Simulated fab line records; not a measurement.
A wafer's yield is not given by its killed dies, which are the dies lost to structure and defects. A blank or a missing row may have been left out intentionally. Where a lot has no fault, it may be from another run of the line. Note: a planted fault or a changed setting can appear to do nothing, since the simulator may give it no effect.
fab line records + flow sfq_line
record:
- lots: 14
- wafers: 42
- last_day: 81
route steps=325 shown M2@101 C5@245 I7@298
lots with no fault: from the same line, run without faults
start_h: start of the lot's first displayed wafer, in hours after the record's first day + wait_h: hours elapsed since this lot's preceding step + " repeats the value in the row above + L1.1+2: one row covering several wafers at once + - no value, or no start given + * or withheld: withheld + < > ~ a bound
route shown NAME@n: NAME is a module with steps in the file, n the number in the route of the first one + usual: mean/standard deviation of fault-free wafers + same: alike in all rows + chamber/n: place in a boat + sites: the reading at each site + _std_site: the standard deviation of these + _edge_site: the outer-site mean with the inner-site mean subtracted + radius_mm: for every site, how far away it sits from the centre of the wafer + mask NAME#n: copy n + behind: the last tool/chamber to shape the wafer + hold: the reason the lot was held/the length of the hold in hours/how it ended + device: the transistor (n, p or np) that didn't switch + end of line: tests of these same wafers at the route's end + where a step has no rows: the recipe by itself + killed: count of dies lost to structure and defects at first sort (not the wafer's yield) + map: a wafer's dies, x killed, . not, _ none there
set.NAME: setting as actually run; set.NAME@STEP: the setting as run at that earlier step + model.NAME: the simulator's own value behind a step, which no gauge read
the route's steps for a sample of lots (tables are steps, rows are wafers)
services: the hour from which a tool's chamber was out of use, counted from the record's first day as start_h (under 0 if before that day), plus the number of hours and why
== steps ==
step: SFQ_TRILAYER_M2_STRIP_STRIP_061
recipe:
- gas: O2
- power_w: 200
- platen_temp_c: 40
- overash_fraction: 0.65
- chemistry: O2
- pressure_mtorr: 50
usual:
- drypump_motor_current_A: 5.9/0.39
- oes_product_au: 1.000/0.0085
| lot.wafer | tool         | chamber | start_h | wait_h | drypump_motor_current_A | oes_product_au | rf_hours_counter_h |
|-----------|--------------|---------|---------|--------|-------------------------|----------------|--------------------|
| L300.4    | rie_metal-04 | 1       | 565.91  | 0.2    | 5.9                     | 0.998          | -                  |
| L300.5    | "            | 1       | "       | "      | 5.8                     | 1.011          | -                  |
| L300.6    | "            | 0       | "       | "      | 5.3                     | 0.996          | -                  |
| L301.3    | rie_metal-03 | 0       | 571.91  | 0.2    | 5.8                     | 0.996          | -                  |
| L301.4    | "            | 1       | "       | "      | 6.4                     | 0.994          | -                  |
| L301.5    | "            | 1       | "       | "      | 6.3                     | 0.994          | -                  |
| L304.3    | rie_metal-03 | 1       | 726.54  | 0.2    | 6.3                     | 0.998          | -                  |
| L304.5    | "            | 1       | "       | "      | 6.3                     | 1.001          | -                  |
| L304.6    | "            | 0       | "       | "      | 5.8                     | 1.001          | -                  |
| L306.1    | rie_metal-02 | 1       | 762.15  | 0.1    | 6.3                     | 0.992          | 79                 |
| L306.2    | "            | 0       | "       | "      | 6.4                     | 1.007          | 162                |
| L306.5    | "            | 1       | "       | "      | 6.2                     | 0.990          | -                  |
| L307.1    | rie_metal-03 | 1       | 776.55  | 0.1    | 6.3                     | 0.993          | 74                 |
| L307.3    | "            | 0       | "       | "      | 5.7                     | 1.007          | -                  |
| L307.6    | "            | 1       | "       | "      | 6.3                     | 0.995          | -                  |
| L309.1    | rie_metal-02 | 1       | 798.33  | 0.2    | 6.2                     | 0.998          | 83                 |
| L309.3    | "            | 1       | "       | "      | 6.2                     | 0.985          | -                  |
| L309.5    | "            | 1       | "       | "      | 6.2                     | 0.988          | -                  |
| L310.1    | rie_metal-02 | 1       | 801.93  | 0.2    | 6.3                     | 0.992          | 84                 |
| L310.2    | "            | 1       | "       | "      | 6.3                     | 0.994          | -                  |
| L310.5    | "            | 1       | "       | "      | 6.2                     | 1.000          | -                  |
| L311.1    | rie_metal-04 | 0       | 814.95  | 0.1    | 5.3                     | 1.006          | 41                 |
| L311.2    | "            | 1       | "       | "      | 5.8                     | 1.006          | 105                |
| L311.4    | "            | 0       | "       | "      | 5.2                     | 1.004          | -                  |
| L312.3    | rie_metal-04 | 1       | 821.15  | 0.2    | 5.9                     | 1.001          | -                  |
| L312.4    | "            | 0       | "       | "      | 5.2                     | 1.005          | -                  |
| L312.6    | "            | 1       | "       | "      | 5.9                     | 1.010          | -                  |
| L314.1    | rie_metal-02 | 0       | 837.40  | 0.1    | 6.3                     | 0.998          | 3                  |
| L314.4    | "            | 1       | "       | "      | 6.2                     | 0.986          | -                  |
| L314.6    | "            | 0       | "       | "      | 6.4                     | 0.993          | -                  |
| L320.2    | rie_metal-04 | 0       | 873.52  | 0.1    | 5.3                     | 0.994          | 50                 |
| L320.3    | "            | 1       | "       | "      | 5.8                     | 1.020          | -                  |
| L320.5    | "            | 0       | "       | "      | 5.3                     | 1.002          | -                  |
| L321.3    | rie_metal-02 | 0       | 885.51  | 0.2    | 6.4                     | 1.002          | -                  |
| L321.4    | "            | 1       | "       | "      | 6.2                     | 1.008          | -                  |
| L321.5    | "            | 0       | "       | "      | 6.3                     | 1.002          | -                  |
| L322.3    | rie_metal-03 | 1       | 955.54  | 0.2    | 6.3                     | 0.982          | -                  |
| L322.5    | "            | 0       | "       | "      | 5.7                     | 1.006          | -                  |
| L322.6    | "            | 1       | "       | "      | 6.3                     | 0.993          | -                  |
| L323.2    | rie_metal-03 | 1       | 960.61  | 0.1    | 6.3                     | 0.999          | 100                |
| L323.3    | "            | 0       | "       | "      | 5.7                     | 1.010          | -                  |
| L323.6    | "            | 0       | "       | "      | 5.7                     | 1.013          | -                  |
step: SFQ_TRILAYER_C5_LITHO_DEVELOP_153
recipe:
- time_s: 60
- resist: KrF
usual:
- chill_plate_temp_C: 22.99/0.11
- exhaust_pa: 45.1/0.85
- resist_line_temp_C: 23.00/0.11
| lot.wafer | tool           | chamber | start_h | wait_h | chill_plate_temp_C | exhaust_pa | resist_line_temp_C |
|-----------|----------------|---------|---------|--------|--------------------|------------|--------------------|
| L300.4    | litho_track-04 | 0       | 1310.46 | 0.1    | 22.98              | 45.0       | 23.26              |
| L300.5    | "              | 0       | "       | "      | 23.05              | 45.5       | 23.16              |
| L300.6    | "              | 0       | "       | "      | 22.97              | 45.0       | 23.09              |
| L301.3    | litho_track-01 | 0       | 1315.24 | 0.1    | 22.94              | 45.2       | 22.99              |
| L301.4    | "              | 0       | "       | "      | 23.03              | 44.6       | 23.12              |
| L301.5    | "              | 0       | "       | "      | 22.79              | 45.2       | 22.95              |
| L304.3    | litho_track-01 | 0       | 1344.01 | 0.1    | 22.98              | 46.3       | 23.07              |
| L304.5    | "              | 0       | "       | "      | 22.89              | 44.6       | 23.18              |
| L304.6    | "              | 0       | "       | "      | 22.88              | 45.8       | 23.16              |
| L306.1    | litho_track-04 | 0       | 1378.01 | 0.1    | 23.06              | 44.1       | 23.04              |
| L306.2    | "              | 0       | "       | "      | 23.02              | 46.2       | 22.93              |
| L306.5    | "              | 0       | "       | "      | 22.94              | 44.5       | 23.00              |
| L307.1    | litho_track-04 | 0       | 1423.67 | 0.1    | 23.12              | 45.1       | 23.04              |
| L307.3    | "              | 0       | "       | "      | 23.11              | 44.9       | 23.07              |
| L307.6    | "              | 0       | "       | "      | 22.88              | 44.4       | 23.00              |
| L309.1    | litho_track-04 | 0       | 1478.91 | 0.1    | 23.16              | 44.9       | 22.87              |
| L309.3    | "              | 0       | "       | "      | 23.03              | 44.7       | 22.92              |
| L309.5    | "              | 0       | "       | "      | 23.08              | 45.6       | 22.97              |
| L310.1    | litho_track-03 | 0       | 1481.31 | 0.1    | 22.94              | 44.6       | 22.95              |
| L310.2    | "              | 0       | "       | "      | 22.85              | 44.1       | 23.11              |
| L310.5    | "              | 0       | "       | "      | 23.07              | 44.1       | 22.86              |
| L311.1    | litho_track-01 | 0       | 1485.03 | 0.1    | 22.81              | 44.1       | 23.07              |
| L311.2    | "              | 0       | "       | "      | 22.92              | 44.7       | 22.95              |
| L311.4    | "              | 0       | "       | "      | 22.73              | 45.0       | 23.12              |
| L312.3    | litho_track-01 | 0       | 1517.86 | 0.1    | 22.98              | 46.1       | 22.95              |
| L312.4    | "              | 0       | "       | "      | 23.02              | 46.8       | 22.89              |
| L312.6    | "              | 0       | "       | "      | 23.11              | 45.4       | 22.92              |
| L314.1    | litho_track-04 | 0       | 1590.77 | 0.1    | 22.89              | 45.4       | 22.87              |
| L314.4    | "              | 0       | "       | "      | 22.92              | 45.8       | 23.03              |
| L314.6    | "              | 0       | "       | "      | 23.13              | 46.2       | 22.92              |
| L320.2    | litho_track-01 | -       | 1711.89 | 0.1    | -                  | -          | -                  |
| L320.3    | "              | -       | "       | "      | -                  | -          | -                  |
| L320.5    | "              | -       | "       | "      | -                  | -          | -                  |
| L321.3    | litho_track-04 | -       | 1751.62 | 0.1    | -                  | -          | -                  |
| L321.4    | "              | -       | "       | "      | -                  | -          | -                  |
| L321.5    | "              | -       | "       | "      | -                  | -          | -                  |
| L322.3    | litho_track-03 | 0       | 1754.20 | 0.1    | 23.06              | 44.5       | 22.78              |
| L322.5    | "              | 0       | "       | "      | 22.96              | 44.5       | 22.90              |
| L322.6    | "              | 0       | "       | "      | 22.95              | 44.9       | 22.85              |
| L323.2    | litho_track-03 | 0       | 1756.73 | 0.1    | 23.14              | 44.8       | 22.98              |
| L323.3    | "              | 0       | "       | "      | 23.09              | 45.4       | 23.16              |
| L323.6    | "              | 0       | "       | "      | 22.99              | 45.2       | 23.08              |
step: SFQ_I7_BOW_MEAS_946
recipe:
- mode: bow
usual:
- I7_BOW: 5/12
| lot.wafer | tool          | chamber | start_h | wait_h | I7_BOW[um] |
|-----------|---------------|---------|---------|--------|------------|
| L300.4    | film_metro-01 | -       | 1556.60 | 2.1    | 17         |
| L300.5    | "             | -       | "       | "      | 16         |
| L300.6    | "             | -       | "       | "      | 30         |
| L301.3    | film_metro-04 | -       | 1652.18 | 2.0    | 8          |
| L301.4    | "             | -       | "       | "      | 6          |
| L301.5    | "             | -       | "       | "      | 6          |
| L304.3    | film_metro-02 | -       | 1664.93 | 2.0    | -5         |
| L304.5    | "             | -       | "       | "      | -3         |
| L304.6    | "             | -       | "       | "      | -1         |
| L306.1    | film_metro-02 | -       | 1668.94 | 1.5    | 13         |
| L306.2    | "             | -       | "       | "      | 10         |
| L306.5    | "             | -       | "       | "      | 19         |
| L307.1    | film_metro-04 | -       | 1670.89 | 2.0    | 5          |
| L307.3    | "             | -       | "       | "      | -3         |
| L307.6    | "             | -       | "       | "      | 4          |
| L309.1    | film_metro-02 | -       | 1692.94 | 2.0    | 10         |
| L309.3    | "             | -       | "       | "      | 1          |
| L309.5    | "             | -       | "       | "      | 2          |
| L310.1    | film_metro-01 | -       | 1694.89 | 2.0    | 14         |
| L310.2    | "             | -       | "       | "      | 6          |
| L310.5    | "             | -       | "       | "      | 3          |
| L311.1    | film_metro-04 | -       | 1700.89 | 1.5    | 16         |
| L311.2    | "             | -       | "       | "      | 28         |
| L311.4    | "             | -       | "       | "      | 18         |
| L312.3    | film_metro-04 | -       | 1720.12 | 1.5    | 16         |
| L312.4    | "             | -       | "       | "      | 25         |
| L312.6    | "             | -       | "       | "      | 34         |
| L314.1    | film_metro-04 | -       | 1816.25 | 2.5    | 10         |
| L314.4    | "             | -       | "       | "      | 6          |
| L314.6    | "             | -       | "       | "      | 7          |
| L320.2    | film_metro-04 | -       | 1854.15 | 1.5    | -11        |
| L320.3    | "             | -       | "       | "      | -9         |
| L320.5    | "             | -       | "       | "      | -2         |
| L321.3    | film_metro-02 | -       | 1860.03 | 2.5    | 8          |
| L321.4    | "             | -       | "       | "      | -5         |
| L321.5    | "             | -       | "       | "      | 0          |
| L322.3    | film_metro-02 | -       | 1864.90 | 1.5    | -2         |
| L322.5    | "             | -       | "       | "      | -13        |
| L322.6    | "             | -       | "       | "      | -25        |
| L323.2    | film_metro-01 | -       | 1866.69 | 2.0    | -1         |
| L323.3    | "             | -       | "       | "      | -7         |
| L323.6    | "             | -       | "       | "      | -5         |
step: SFQ_TRILAYER_I7_VIA_BARC_OPEN_VIA_ETCH_260
recipe:
- mask_material: PR
- chemistry: O2
- target_depth_nm: 125
- target: BARC
- source_w: 500
- bias_w: 80
- pressure_mtorr: 30
- time_s: 41.7
usual:
- drypump_motor_current_A: 5.7/0.53
- oes_product_au: 0.685/0.0046
| lot.wafer | tool        | chamber | start_h | wait_h | drypump_motor_current_A | oes_product_au | rf_hours_counter_h |
|-----------|-------------|---------|---------|--------|-------------------------|----------------|--------------------|
| L300.4    | rie_diel-01 | 0       | 1642.22 | 0.0    | 4.8                     | 0.680          | 20                 |
| L300.5    | "           | 0       | "       | "      | 4.8                     | 0.672          | -                  |
| L300.6    | "           | 1       | "       | "      | 5.9                     | 0.689          | -                  |
| L301.3    | rie_diel-04 | 0       | 1744.57 | 0.0    | 6.2                     | 0.682          | 0                  |
| L301.4    | "           | 1       | "       | "      | 5.3                     | 0.686          | 20                 |
| L301.5    | "           | 2       | "       | "      | 5.5                     | 0.684          | -                  |
| L304.3    | rie_diel-03 | 0       | 1758.97 | 0.0    | 5.3                     | 0.678          | 6                  |
| L304.5    | "           | 2       | "       | "      | 5.7                     | 0.678          | -                  |
| L304.6    | "           | 3       | "       | "      | 6.2                     | 0.679          | -                  |
| L306.1    | rie_diel-04 | 3       | 1763.90 | 0.0    | 6.4                     | 0.682          | 17                 |
| L306.2    | "           | 1       | "       | "      | 5.3                     | 0.685          | 21                 |
| L306.5    | "           | 1       | "       | "      | 5.3                     | 0.689          | -                  |
| L307.1    | rie_diel-03 | 1       | 1766.30 | 0.0    | 6.4                     | 0.688          | 4                  |
| L307.3    | "           | 3       | "       | "      | 6.1                     | 0.685          | 2                  |
| L307.6    | "           | 3       | "       | "      | 6.2                     | 0.683          | -                  |
| L309.1    | rie_diel-04 | 0       | 1789.10 | 0.0    | 6.2                     | 0.694          | 2                  |
| L309.3    | "           | 2       | "       | "      | 5.5                     | 0.686          | 0                  |
| L309.5    | "           | 3       | "       | "      | 6.4                     | 0.686          | -                  |
| L310.1    | rie_diel-01 | 2       | 1791.50 | 0.0    | 5.5                     | 0.679          | 17                 |
| L310.2    | "           | 3       | "       | "      | 4.8                     | 0.680          | 12                 |
| L310.5    | "           | 2       | "       | "      | 5.6                     | 0.689          | -                  |
| L311.1    | rie_diel-03 | 2       | 1795.10 | 0.0    | 5.7                     | 0.683          | 17                 |
| L311.2    | "           | 1       | "       | "      | 6.4                     | 0.687          | 5                  |
| L311.4    | "           | 3       | "       | "      | 6.2                     | 0.687          | 3                  |
| L312.3    | rie_diel-01 | 2       | 1807.37 | 0.0    | 5.5                     | 0.676          | -                  |
| L312.4    | "           | 3       | "       | "      | 4.8                     | 0.686          | -                  |
| L312.6    | "           | 3       | "       | "      | 4.8                     | 0.685          | -                  |
| L314.1    | rie_diel-04 | 2       | 1819.86 | 0.0    | 5.5                     | 0.685          | 1                  |
| L314.4    | "           | 3       | "       | "      | 6.4                     | 0.685          | -                  |
| L314.6    | "           | 2       | "       | "      | 5.6                     | 0.674          | -                  |
| L320.2    | rie_diel-04 | 2       | 1858.18 | 0.0    | 5.5                     | 0.679          | 1                  |
| L320.3    | "           | 0       | "       | "      | 6.2                     | 0.686          | 2                  |
| L320.5    | "           | 2       | "       | "      | 5.5                     | 0.689          | -                  |
| L321.3    | rie_diel-04 | 3       | 1865.66 | 0.0    | 6.4                     | 0.681          | 18                 |
| L321.4    | "           | 0       | "       | "      | 6.2                     | 0.679          | 2                  |
| L321.5    | "           | 3       | "       | "      | 6.5                     | 0.684          | -                  |
| L322.3    | rie_diel-04 | 0       | 1868.46 | 0.0    | 6.2                     | 0.683          | 2                  |
| L322.5    | "           | 0       | "       | "      | 6.2                     | 0.683          | -                  |
| L322.6    | "           | 1       | "       | "      | 5.3                     | 0.681          | -                  |
| L323.2    | rie_diel-03 | 2       | 1870.28 | 0.0    | 5.7                     | 0.680          | 17                 |
| L323.3    | "           | 1       | "       | "      | 6.4                     | 0.684          | 6                  |
| L323.6    | "           | 0       | "       | "      | 5.3                     | 0.680          | -                  |
== services ==
| tool        | chamber | start_h | hours | kind   |
|-------------|---------|---------|-------|--------|
| rie_diel-04 | 2       | 619.81  | 2.6   | repair |
| rie_diel-04 | 0       | 694.72  | 3.0   | repair |
| rie_diel-04 | 2       | 699.37  | 8.7   | repair |
| rie_diel-04 | 2       | 830.23  | 5.0   | repair |
| rie_diel-04 | 0       | 864.75  | 11.6  | repair |
| rie_diel-04 | -       | 891.95  | 1.2   | repair |
| rie_diel-04 | 2       | 918.91  | 3.9   | repair |
| rie_diel-04 | 1       | 946.43  | 5.5   | repair |
| rie_diel-04 | 0       | 965.05  | 24.0  | repair |
| rie_diel-04 | -       | 981.00  | 2.8   | pm     |
| rie_diel-04 | 0       | 1029.51 | 8.2   | repair |
| rie_diel-04 | 3       | 1071.15 | 8.4   | repair |
| rie_diel-04 | 2       | 1116.59 | 12.2  | repair |
| rie_diel-04 | 2       | 1166.42 | 9.8   | repair |
| rie_diel-04 | -       | 1279.11 | 4.3   | pm     |
| rie_diel-04 | 2       | 1349.47 | 11.6  | repair |
| rie_diel-04 | 1       | 1397.51 | 2.5   | repair |
| rie_diel-04 | -       | 1443.60 | 0.5   | repair |
| rie_diel-04 | 3       | 1575.08 | 4.5   | repair |
| rie_diel-04 | 0       | 1602.45 | 2.3   | repair |
| rie_diel-04 | 0       | 1607.89 | 8.3   | repair |
| rie_diel-04 | 2       | 1659.02 | 4.1   | repair |
| rie_diel-04 | 1       | 1680.03 | 8.5   | repair |
| rie_diel-04 | -       | 1691.08 | 14.6  | pm     |
== key ==
first_sign:
- step: SFQ_TRILAYER_C5_LITHO_DEVELOP_153
- reading: tool_record
- direction: missing
effect none on later readings
met_at SFQ_TRILAYER_C5_LITHO_DEVELOP_153
struck_lots L320,L321
not_acting_at SFQ_TRILAYER_M2_STRIP_STRIP_061,SFQ_I7_BOW_MEAS_946,SFQ_TRILAYER_I7_VIA_BARC_OPEN_VIA_ETCH_260
onset_between 1590.77 1711.89
fault:
- kind: skipped_step_whole
- tool: litho_track-01,litho_track-04
- chamber: -
- onset_h: 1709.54
- steps: SFQ_TRILAYER_C5_LITHO_DEVELOP_153
- scope: struck_lots_only
